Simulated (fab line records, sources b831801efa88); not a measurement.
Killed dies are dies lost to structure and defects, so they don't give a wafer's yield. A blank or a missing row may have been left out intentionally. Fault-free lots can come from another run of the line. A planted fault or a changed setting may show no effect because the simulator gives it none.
Matching of chambers | flow sky130 | SKY_VIA4_CMP_02 on cmp-02 has 4 sister chambers
The step polishes SiO2. 4 wafers are shown with their chamber, then 7 later ones without.

== WAFERS WITH THEIR CHAMBER ==
wafer  | chamber | motor current A (A)
L878.2 | 0       | 11.5
L879.6 | 3       | 13.1
L881.2 | 1       | 11.4
L881.4 | 2       | 13.1

== WAFERS WHOSE CHAMBER IS MISSING ==
wafer  | motor current A (A)
L881.5 | 13.6
L883.2 | 14.7
L883.3 | 11.7
L883.6 | 13.3
L884.1 | 11.4
L884.2 | 13.5
L884.3 | 12.9

== CHAMBER TAKEN BY EACH ==
wafer  | from the rows above               | in truth
L881.5 | can't be placed: 2 or 3           | 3
L883.2 | can't be placed: 2 or 3           | 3
L883.3 | can't be placed: 0 or 1 or 2 or 3 | 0
L883.6 | can't be placed: 2 or 3           | 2
L884.1 | can't be placed: 1 or 0           | 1
L884.2 | can't be placed: 2 or 3           | 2
L884.3 | can't be placed: 2 or 3 or 0 or 1 | 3
Correctly placed: 0 of 7. Unplaceable from these rows: 7, with the true chamber sitting among the candidates in 7. Wrongly placed: 0.
How it was worked out, from the rows above alone: a wafer's distance from a chamber is the root of the sum, over the readings, of the square of ((its reading less the chamber's mean) divided by the reading's scatter). If the next closest chamber is less than 2 further off than the closest, the wafer can't be placed; otherwise it belongs to the closest. The mean given for a chamber averages the wafers shown for that chamber. The scatter (one wafer shown for each chamber): square how far every hidden wafer sits from the nearest shown wafer, average those squares and take the square root.
